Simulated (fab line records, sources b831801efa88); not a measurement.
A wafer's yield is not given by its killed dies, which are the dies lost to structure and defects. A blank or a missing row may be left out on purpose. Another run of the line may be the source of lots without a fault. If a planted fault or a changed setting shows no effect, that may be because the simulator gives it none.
Problem report in the 8D (eight disciplines) form, filled by code ; flow sky130 ; the parts of the form that need people (team, actions taken, sign-off) are left out

1. THE PROBLEM
Wafers without a fault read 100.0 W with a standard deviation of 0.34, while biasW at SKY_FIELD_ISO_ETCH_14 averages 68.9 W across 2 wafers of 1 lot. That puts it -91 standard deviations away from the usual mean.
The step: etches BARC in N2/H2, stops on SiO2, time 45.9 s, target depth 60 nm.
Earliest sighting: wafer L718.1 on rieDiel-01 at day 5 12:08. The record has a number at this step for 15 wafers belonging to 5 lots. The rule behind "out" and "out of limits": a value lying over 4 standard deviations away from the usual mean. All remaining wafers that have a number are taken as sound.

2. WHAT IT IS, AND WHAT IT ISN'T
question;is;is not
which readings at this step;biasW;drypumpMotorCurrentA, n2FlowSccm, oesProductAu, throttleValvePct
which lots;L718;L706, L707, L713, L719
which wafers of those lots;L718.1, L718.5;L718.2
read on which tools;rieDiel-01;rieDiel-02
when;from day 5 12:08;"up to then (10 sound wafers); but 3 sound wafers of L719 came after"

3. WHAT RULES OUT EACH SUSPECT
Counting: any tool at a process step up to the reading remains a suspect provided it ran every lot that is out. Sound lots after the first of them don't rule it out here, since some wafers of a struck lot are sound.
- rieDiel-01 at SKY_FIELD_ISO_ETCH_14 (etches BARC in N2/H2, stops on SiO2, time 45.9 s, target depth 60 nm): kept. L718, the lot that is out, went through it at day 5 12:08; up to then, the latest sound lot through it was L713 at day 4 08:41. On those wafers its own readings are out: biasW.
- At SKY_FIELD_ISO_ETCH_14 on rieDiel-01, chamber 3 took the sound wafers of the same lots and chamber 2 took the wafers that are out.
After counting, what remains is rieDiel-01 at SKY_FIELD_ISO_ETCH_14.

4. THE CAUSE (what the simulator had put in)
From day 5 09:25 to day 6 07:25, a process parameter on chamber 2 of rieDiel-01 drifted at SKY_FIELD_ISO_ETCH_14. Setting biasW shifted by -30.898 from 100. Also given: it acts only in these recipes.
Counting left only this tool.

5. THE EFFECT CHAIN, in route order
One row per reading whose mean, taken over the struck wafers that have a number, lies over 3 standard deviations from the usual. Scope: only readings with a usual standard deviation given in the record; hours: median across lots of the time from each lot's start at the first step in this table that gives one to its start at this step; sigmas: change in usual standard deviations.
hours;step;reading;usual;on struck wafers;change;sigmas
0;SKY_FIELD_ISO_ETCH_14;biasW;100.0 W;68.9;-31.1;-91
Here are the process steps it includes:
- SKY_FIELD_ISO_ETCH_14: etches BARC in N2/H2, stops on SiO2, time 45.9 s, target depth 60 nm.

6. WHAT WOULD HAVE CAUGHT IT SOONER
First out-of-limits reading in this record: day 5 12:08, which is 3 hours after fault onset at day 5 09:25.
